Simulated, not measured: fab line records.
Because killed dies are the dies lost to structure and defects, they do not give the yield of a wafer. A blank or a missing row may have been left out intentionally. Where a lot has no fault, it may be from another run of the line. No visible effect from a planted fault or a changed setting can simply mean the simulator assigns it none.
fab line records -- flow gf180mcu
[record] lots = 14, wafers = 42, last_day = 34
route steps=602 shown SAB@265 SALICIDE@281 CONTACT@288
lots that met no fault: from a run of the same line without faults
start_h: the number of hours between the record's first day and the start of the first shown wafer of the lot -- wait_h: time in hours since the lot's previous step -- " the same as in the row above -- L1.1+2: one row covering several wafers at once -- - value missing, or start not given -- * or withheld: withheld -- < > ~ a bound
route shown NAME@n: NAME is a module with steps in the file, n the number in the route of the first one -- usual: average and standard deviation across the fault-free wafers -- same: alike in all rows -- chamber/n: place in a boat -- sites: the reading at each site -- _std_site: the standard deviation of these -- _edge_site: inner sites' mean taken away from outer sites' mean -- radius_mm: for every site, how far away it sits from the centre of the wafer -- mask NAME#n: copy n -- behind: the last tool/chamber to shape the wafer -- hold: why the lot went on hold/how many hours it stayed there/how the hold came to an end -- device: names the non-switching transistor (n, p or np) -- end of line: tests of these same wafers at the route's end -- where a step has no rows: the recipe by itself -- killed: count of dies lost to structure and defects at first sort (not the wafer's yield) -- map: the dies of a wafer, with x for killed, . for not killed, _ for no die there
set.NAME: the setting that was run; set.NAME@STEP: the one run at that earlier step -- model.NAME: the simulator's own value behind a step, which no gauge read
one table for each step of the route and one row for each wafer, over a sample of lots
services: a tool's chamber out of use, with start hour (start_h, from the record's first day; less than 0 if before it), hours out, and reason
[[steps]]
[step GF_SAB_THK_MEAS_01]
[recipe] reads = SiO2_of_SAB_CVD_00
[usual] SAB_CVD_00_THK = 49.9/0.54
lot.wafer,tool,chamber,start_h,wait_h,SAB_CVD_00_THK[nm]
L316.1,film_metro-04,-,312.18,0.0,49.0
L316.3,film_metro-04,-,312.18,0.0,49.4
L316.5,film_metro-04,-,312.18,0.0,50.7
L317.2,film_metro-04,-,319.92,0.0,49.4
L317.3,film_metro-04,-,319.92,0.0,49.8
L317.5,film_metro-04,-,319.92,0.0,49.9
L319.3,film_metro-04,-,334.91,0.0,49.8
L319.4,film_metro-04,-,334.91,0.0,49.7
L319.6,film_metro-04,-,334.91,0.0,50.6
L320.1,film_metro-03,-,349.11,0.0,49.4
L320.2,film_metro-03,-,349.11,0.0,49.1
L320.4,film_metro-03,-,349.11,0.0,50.3
L321.2,film_metro-03,-,353.24,0.0,50.1
L321.3,film_metro-03,-,353.24,0.0,49.8
L321.4,film_metro-03,-,353.24,0.0,51.2
L322.3,film_metro-04,-,365.30,0.0,49.8
L322.4,film_metro-04,-,365.30,0.0,50.6
L322.5,film_metro-04,-,365.30,0.0,50.9
L323.1,film_metro-04,-,376.68,0.0,49.5
L323.3,film_metro-04,-,376.68,0.0,49.4
L323.6,film_metro-04,-,376.68,0.0,49.9
L324.3,film_metro-02,-,397.55,0.0,49.7
L324.5,film_metro-02,-,397.55,0.0,50.1
L324.6,film_metro-02,-,397.55,0.0,50.0
L326.4,film_metro-03,-,410.09,0.0,49.7
L326.5,film_metro-03,-,410.09,0.0,49.9
L326.6,film_metro-03,-,410.09,0.0,50.3
L328.1,film_metro-02,-,428.36,0.0,50.2
L328.5,film_metro-02,-,428.36,0.0,50.4
L328.6,film_metro-02,-,428.36,0.0,50.5
L329.3,film_metro-04,-,437.18,0.0,49.6
L329.4,film_metro-04,-,437.18,0.0,50.4
L329.6,film_metro-04,-,437.18,0.0,50.5
L331.3,film_metro-02,-,443.75,0.0,49.8
L331.4,film_metro-02,-,443.75,0.0,50.8
L331.6,film_metro-02,-,443.75,0.0,49.8
L337.3,film_metro-04,-,494.20,0.0,50.2
L337.4,film_metro-04,-,494.20,0.0,50.5
L337.5,film_metro-04,-,494.20,0.0,50.3
L339.2,film_metro-04,-,510.47,0.0,48.7
L339.3,film_metro-04,-,510.47,0.0,49.6
L339.5,film_metro-04,-,510.47,0.0,50.0
[step GF_SAB_CD_MEAS_09]
[recipe] target_cd_nm = 420
[usual] cd_nm = 420.0/2
lot.wafer,tool,chamber,start_h,wait_h,cd_nm
L316.1,cd_sem-02,-,332.57,0.1,418.9
L316.3,cd_sem-02,-,332.57,0.1,419.8
L316.5,cd_sem-02,-,332.57,0.1,418.0
L317.2,cd_sem-02,-,340.19,0.1,419.1
L317.3,cd_sem-02,-,340.19,0.1,419.4
L317.5,cd_sem-02,-,340.19,0.1,420.5
L319.3,cd_sem-02,-,356.41,0.1,422.5
L319.4,cd_sem-02,-,356.41,0.1,421.7
L319.6,cd_sem-02,-,356.41,0.1,421.8
L320.1,cd_sem-01,-,375.17,0.1,421.4
L320.2,cd_sem-01,-,375.17,0.1,422.4
L320.4,cd_sem-01,-,375.17,0.1,419.6
L321.2,cd_sem-02,-,375.39,0.1,422.8
L321.3,cd_sem-02,-,375.39,0.1,419.3
L321.4,cd_sem-02,-,375.39,0.1,421.2
L322.3,cd_sem-02,-,387.31,0.1,416.1
L322.4,cd_sem-02,-,387.31,0.1,415.7
L322.5,cd_sem-02,-,387.31,0.1,415.5
L323.1,cd_sem-01,-,399.07,0.1,420.0
L323.3,cd_sem-01,-,399.07,0.1,419.6
L323.6,cd_sem-01,-,399.07,0.1,420.8
L324.3,cd_sem-01,-,420.76,0.1,418.8
L324.5,cd_sem-01,-,420.76,0.1,419.6
L324.6,cd_sem-01,-,420.76,0.1,418.2
L326.4,cd_sem-01,-,433.73,0.1,418.5
L326.5,cd_sem-01,-,433.73,0.1,418.4
L326.6,cd_sem-01,-,433.73,0.1,421.6
L328.1,cd_sem-02,-,452.27,0.1,417.8
L328.5,cd_sem-02,-,452.27,0.1,417.7
L328.6,cd_sem-02,-,452.27,0.1,417.2
L329.3,cd_sem-01,-,460.66,0.1,417.9
L329.4,cd_sem-01,-,460.66,0.1,419.4
L329.6,cd_sem-01,-,460.66,0.1,420.1
L331.3,cd_sem-01,-,467.36,0.1,421.5
L331.4,cd_sem-01,-,467.36,0.1,420.7
L331.6,cd_sem-01,-,467.36,0.1,422.1
L337.3,cd_sem-01,-,517.40,0.1,418.3
L337.4,cd_sem-01,-,517.40,0.1,418.8
L337.5,cd_sem-01,-,517.40,0.1,420.5
L339.2,cd_sem-01,-,533.43,0.1,416.5
L339.3,cd_sem-01,-,533.43,0.1,417.4
L339.5,cd_sem-01,-,533.43,0.1,418.7
[step GF_SALICIDE_SPUTTER_03]
[recipe] material = TiN, target_thk_nm = 20, power_w = 6500, time_s = 16.7, chamber_pressure_pa = 0.4
[usual] cathode_dc_power_W = 6500.1/1.2, throttle_valve_pct = 29.9/1.3
[same] time_s = 16.7
lot.wafer,tool,chamber,start_h,wait_h,cathode_dc_power_W,throttle_valve_pct
L316.1,pvd_sputter-04,-,333.15,0.0,6498.9,30.2
L316.3,pvd_sputter-04,-,333.15,0.0,6498.7,31.8
L316.5,pvd_sputter-04,-,333.15,0.0,6498.6,28.7
L317.2,pvd_sputter-01,-,340.70,0.0,6499.9,28.8
L317.3,pvd_sputter-01,-,340.70,0.0,6501.7,30.1
L317.5,pvd_sputter-01,-,340.70,0.0,6499.6,27.5
L319.3,pvd_sputter-03,-,356.89,0.0,6499.7,31.3
L319.4,pvd_sputter-03,-,356.89,0.0,6502.2,29.6
L319.6,pvd_sputter-03,-,356.89,0.0,6499.5,28.2
L320.1,pvd_sputter-03,-,375.70,0.0,6501.0,30.6
L320.2,pvd_sputter-03,-,375.70,0.0,6500.4,31.2
L320.4,pvd_sputter-03,-,375.70,0.0,6499.0,28.0
L321.2,pvd_sputter-04,-,375.90,0.0,6497.2,28.7
L321.3,pvd_sputter-04,-,375.90,0.0,6499.2,31.3
L321.4,pvd_sputter-04,-,375.90,0.0,6501.2,30.1
L322.3,pvd_sputter-03,-,387.80,0.0,6500.0,31.4
L322.4,pvd_sputter-03,-,387.80,0.0,6499.4,30.2
L322.5,pvd_sputter-03,-,387.80,0.0,6499.4,30.3
L323.1,pvd_sputter-04,-,399.72,0.0,6498.1,28.9
L323.3,pvd_sputter-04,-,399.72,0.0,6500.4,31.3
L323.6,pvd_sputter-04,-,399.72,0.0,6499.1,31.4
L324.3,pvd_sputter-03,-,421.46,0.0,6499.0,30.0
L324.5,pvd_sputter-03,-,421.46,0.0,6502.7,30.4
L324.6,pvd_sputter-03,-,421.46,0.0,6499.7,29.7
L326.4,pvd_sputter-04,-,434.22,0.0,6499.4,30.0
L326.5,pvd_sputter-04,-,434.22,0.0,6500.5,28.5
L326.6,pvd_sputter-04,-,434.22,0.0,6501.4,31.3
L328.1,pvd_sputter-04,-,452.79,0.0,6499.9,28.8
L328.5,pvd_sputter-04,-,452.79,0.0,6498.1,31.4
L328.6,pvd_sputter-04,-,452.79,0.0,6499.4,30.1
L329.3,pvd_sputter-03,-,461.14,0.0,6008.6,31.3
L329.4,pvd_sputter-03,-,461.14,0.0,6007.4,30.0
L329.6,pvd_sputter-03,-,461.14,0.0,6006.7,30.4
L331.3,pvd_sputter-03,-,467.85,0.0,6007.3,30.2
L331.4,pvd_sputter-03,-,467.85,0.0,6007.4,30.0
L331.6,pvd_sputter-03,-,467.85,0.0,6007.2,29.6
L337.3,pvd_sputter-04,-,517.89,0.0,6501.0,28.3
L337.4,pvd_sputter-04,-,517.89,0.0,6499.6,31.5
L337.5,pvd_sputter-04,-,517.89,0.0,6501.7,31.8
L339.2,pvd_sputter-04,-,533.94,0.0,6499.6,31.6
L339.3,pvd_sputter-04,-,533.94,0.0,6499.6,31.6
L339.5,pvd_sputter-04,-,533.94,0.0,6500.5,31.9
[step GF_SALICIDE_THK_MEAS_05]
[recipe] thk_meas_gauge = xrf, reads = TiN_of_SALICIDE_SPUTTER_03
[usual] SALICIDE_TIN_THK = 19.98/0.22
lot.wafer,tool,chamber,start_h,wait_h,SALICIDE_TIN_THK[nm]
L316.1,film_metro-01,-,333.29,0.1,20.06
L316.3,film_metro-01,-,333.29,0.1,19.89
L316.5,film_metro-01,-,333.29,0.1,19.98
L317.2,film_metro-01,-,340.86,0.1,19.94
L317.3,film_metro-01,-,340.86,0.1,20.04
L317.5,film_metro-01,-,340.86,0.1,20.02
L319.3,film_metro-03,-,357.05,0.1,19.73
L319.4,film_metro-03,-,357.05,0.1,19.85
L319.6,film_metro-03,-,357.05,0.1,19.42
L320.1,film_metro-03,-,375.84,0.1,19.96
L320.2,film_metro-03,-,375.84,0.1,19.63
L320.4,film_metro-03,-,375.84,0.1,19.60
L321.2,film_metro-01,-,376.06,0.1,20.40
L321.3,film_metro-01,-,376.06,0.1,20.48
L321.4,film_metro-01,-,376.06,0.1,20.37
L322.3,film_metro-03,-,387.96,0.1,19.88
L322.4,film_metro-03,-,387.96,0.1,20.07
L322.5,film_metro-03,-,387.96,0.1,20.18
L323.1,film_metro-01,-,399.86,0.1,19.97
L323.3,film_metro-01,-,399.86,0.1,19.79
L323.6,film_metro-01,-,399.86,0.1,19.99
L324.3,film_metro-01,-,421.62,0.1,19.98
L324.5,film_metro-01,-,421.62,0.1,20.01
L324.6,film_metro-01,-,421.62,0.1,20.06
L326.4,film_metro-02,-,434.38,0.1,19.96
L326.5,film_metro-02,-,434.38,0.1,20.06
L326.6,film_metro-02,-,434.38,0.1,19.90
L328.1,film_metro-02,-,452.94,0.1,19.84
L328.5,film_metro-02,-,452.94,0.1,19.90
L328.6,film_metro-02,-,452.94,0.1,19.83
L329.3,film_metro-02,-,461.31,0.1,18.63
L329.4,film_metro-02,-,461.31,0.1,18.47
L329.6,film_metro-02,-,461.31,0.1,18.47
L331.3,film_metro-01,-,468.01,0.1,18.45
L331.4,film_metro-01,-,468.01,0.1,18.15
L331.6,film_metro-01,-,468.01,0.1,18.41
L337.3,film_metro-03,-,518.06,0.1,19.89
L337.4,film_metro-03,-,518.06,0.1,19.83
L337.5,film_metro-03,-,518.06,0.1,20.06
L339.2,film_metro-03,-,534.10,0.1,20.17
L339.3,film_metro-03,-,534.10,0.1,20.14
L339.5,film_metro-03,-,534.10,0.1,20.19
[step GF_CONTACT_THK_MEAS_01]
[recipe] reads = SiO2_of_CONTACT_CVD_00
[usual] CONTACT_CVD_00_THK = 297.4/3
lot.wafer,tool,chamber,start_h,wait_h,CONTACT_CVD_00_THK[nm]
L316.1,film_metro-04,-,333.71,0.0,295.4
L316.3,film_metro-04,-,333.71,0.0,299.6
L316.5,film_metro-04,-,333.71,0.0,298.4
L317.2,film_metro-04,-,341.26,0.0,297.4
L317.3,film_metro-04,-,341.26,0.0,296.8
L317.5,film_metro-04,-,341.26,0.0,296.9
L319.3,film_metro-01,-,357.45,0.0,300.2
L319.4,film_metro-01,-,357.45,0.0,299.7
L319.6,film_metro-01,-,357.45,0.0,294.5
L320.1,film_metro-02,-,376.25,0.0,297.8
L320.2,film_metro-02,-,376.25,0.0,299.4
L320.4,film_metro-02,-,376.25,0.0,296.8
L321.2,film_metro-01,-,376.46,0.0,297.6
L321.3,film_metro-01,-,376.46,0.0,294.2
L321.4,film_metro-01,-,376.46,0.0,295.8
L322.3,film_metro-02,-,388.46,0.0,300.9
L322.4,film_metro-02,-,388.46,0.0,302.3
L322.5,film_metro-02,-,388.46,0.0,301.8
L323.1,film_metro-04,-,400.45,0.0,294.6
L323.3,film_metro-04,-,400.45,0.0,299.3
L323.6,film_metro-04,-,400.45,0.0,294.8
L324.3,film_metro-04,-,422.02,0.0,295.9
L324.5,film_metro-04,-,422.02,0.0,294.6
L324.6,film_metro-04,-,422.02,0.0,295.4
L326.4,film_metro-02,-,434.78,0.0,296.3
L326.5,film_metro-02,-,434.78,0.0,304.0
L326.6,film_metro-02,-,434.78,0.0,304.2
L328.1,film_metro-04,-,453.34,0.0,301.9
L328.5,film_metro-04,-,453.34,0.0,299.9
L328.6,film_metro-04,-,453.34,0.0,297.8
L329.3,film_metro-04,-,461.71,0.0,296.4
L329.4,film_metro-04,-,461.71,0.0,297.7
L329.6,film_metro-04,-,461.71,0.0,299.8
L331.3,film_metro-02,-,468.41,0.0,297.3
L331.4,film_metro-02,-,468.41,0.0,297.3
L331.6,film_metro-02,-,468.41,0.0,294.3
L337.3,film_metro-01,-,518.46,0.0,291.9
L337.4,film_metro-01,-,518.46,0.0,294.6
L337.5,film_metro-01,-,518.46,0.0,294.1
L339.2,film_metro-04,-,534.50,0.0,300.1
L339.3,film_metro-04,-,534.50,0.0,300.1
L339.5,film_metro-04,-,534.50,0.0,298.6
[[services]]
tool,chamber,start_h,hours,kind
pvd_sputter-04,-,349.70,9.8,repair
pvd_sputter-04,-,393.93,2.9,repair
pvd_sputter-04,0,428.40,-,consumable_replace:kit
pvd_sputter-04,0,428.40,18.0,scheduled_down
pvd_sputter-04,0,428.40,18.0,vent_cycle
pvd_sputter-04,-,434.80,4.6,repair
pvd_sputter-01,-,451.92,1.4,repair
pvd_sputter-04,-,459.30,3.5,repair
pvd_sputter-01,0,522.93,-,consumable_replace:kit
pvd_sputter-01,0,522.93,18.0,scheduled_down
pvd_sputter-01,0,522.93,18.0,vent_cycle
[[key]]
[first_sign] step = GF_SALICIDE_SPUTTER_03, reading = cathode_dc_power_W, direction = down, sigmas = 99+, usual = 6500.1, struck = 6007.4
[effect] step = GF_SALICIDE_THK_MEAS_05, reading = SALICIDE_TIN_THK, direction = down, sigmas = 7.1, usual = 19.98, struck = 18.43
met_at GF_SALICIDE_SPUTTER_03
struck_lots L329,L331
tester_left_out L329,L331
not_acting_at GF_SAB_THK_MEAS_01,GF_SAB_CD_MEAS_09,GF_CONTACT_THK_MEAS_01
onset_between 421.46 461.14
[fault] kind = process_parameter_drift, tool = pvd_sputter-03, chamber = -, onset_h = 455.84, steps = GF_SALICIDE_SPUTTER_03, channel = power_w, offset = -492.43, shape = step, end_h = 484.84, acts_in = these_recipes_only, stated = 6500
// tester_left_out: of these lots the tester's yield and bins aren't shown, on N5 and GAA mostly nor the transistor test; their killed dies are dies lost to structure and defects alone, not to doping, threshold or leakage, so they don't give the yield
